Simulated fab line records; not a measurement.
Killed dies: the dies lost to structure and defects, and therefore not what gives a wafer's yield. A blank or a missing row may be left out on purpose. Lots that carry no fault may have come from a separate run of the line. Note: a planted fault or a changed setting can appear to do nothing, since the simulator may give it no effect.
Problem report, 8D (eight disciplines) form, completed by code	flow sky130	the parts of the form that need people (team, actions taken, sign-off) are left out

1. PROBLEM STATEMENT
SONOS_TUNNEL_TW at SKY_SONOS_TUNNEL_TW_MEAS_12 reads a mean of 223.1 on 6 wafers of 2 lots; wafers without a fault read 198.0 with a standard deviation of 1.4. That puts it +18 standard deviations away from the usual mean.
Earliest sighting: wafer L484.2 on film-metro-04 at day 16 08:55. The record holds 36 wafers of 12 lots with a number at this step. By rule, "out" or "out of limits" means more than 4 standard deviations away from the usual mean. The rest of the wafers with a number are treated as sound.

2. WHAT IT IS, WHAT IT ISN'T
question	is	is not
which readings at this step	SONOS_TUNNEL_TW	-
which lots	L484, L488	L470, L471, L473, L474, L476, L479, L481, L489, L490, L492
which wafers of those lots	all that have a number	-
read on which gauges	film-metro-01, film-metro-04	film-metro-02
when	from day 16 08:55	up to then (21 sound wafers); but 9 sound wafers of L489, L490, L492 came after

3. SUSPECTS, AND WHAT RULES EACH OUT
Counting: a tool at any process step up to the reading remains a suspect when it ran all the lots that are out and ran no sound lot after the first of those.
- ruled out: the gauge at SKY_SONOS_TUNNEL_TW_MEAS_12. 2 gauges (film-metro-01, film-metro-04) read the wafers that are out.
- implanter-03 at SKY_SONOS_TUNNEL_IMPLANT_09: kept. It processed each lot that is out, first L484 at day 16 08:31, and no sound lot thereafter; up to then, the last sound lot it processed was L481 at day 15 10:14. On those wafers its own readings are out: dose-ions-cm2, faraday-current-uA.
Left after counting: implanter-03 at SKY_SONOS_TUNNEL_IMPLANT_09.

4. THE CAUSE (what the simulator had put in)
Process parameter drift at SKY_SONOS_TUNNEL_IMPLANT_09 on implanter-03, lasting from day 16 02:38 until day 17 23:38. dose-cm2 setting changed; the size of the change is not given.
Counting left only this tool.

5. SEQUENCE OF EFFECTS, ordered by route
One row per reading whose mean, taken over the struck wafers that have a number, lies over 3 standard deviations from the usual. Only readings for which the record gives a usual standard deviation are gone through. hours: the time from each lot's start at the first step in this table that gives one to its start at this step, as a median over the lots. sigmas: the change in usual standard deviations.
hours	step	reading	usual	on struck wafers	change	sigmas
0	SKY_SONOS_TUNNEL_IMPLANT_09	dose-ions-cm2	1.0001e+12	1.5463e+12	+5.4618e+11	+99 or more
0	SKY_SONOS_TUNNEL_IMPLANT_09	faraday-current-uA	5.64	8.78	+3.14	+29
0	SKY_SONOS_TUNNEL_TW_MEAS_12	SONOS_TUNNEL_TW	198.0	223.1	+25.1	+18
Here are the process steps it includes:
- SKY_SONOS_TUNNEL_IMPLANT_09
At these later measuring or inspecting steps, every struck wafer for which the step has a row has a number for every such reading, and none has moved that far: SKY_SONOS_ONO_THK_MEAS_03.

6. WHAT WOULD HAVE CAUGHT IT SOONER
The first out-of-limits reading at a measuring or inspecting step in this record came at day 16 08:55, 6 hours after the fault's start at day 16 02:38.
The tool's own readings at SKY_SONOS_TUNNEL_IMPLANT_09 were out on every struck wafer that the step has a row for (dose-ions-cm2, faraday-current-uA): an alarm limit on them would have fired on the first of those.
L488, from the lots that are out (2), started SKY_SONOS_TUNNEL_IMPLANT_09 on implanter-03 later than day 16 08:55. A tool hold placed at that time would have kept it from harm.
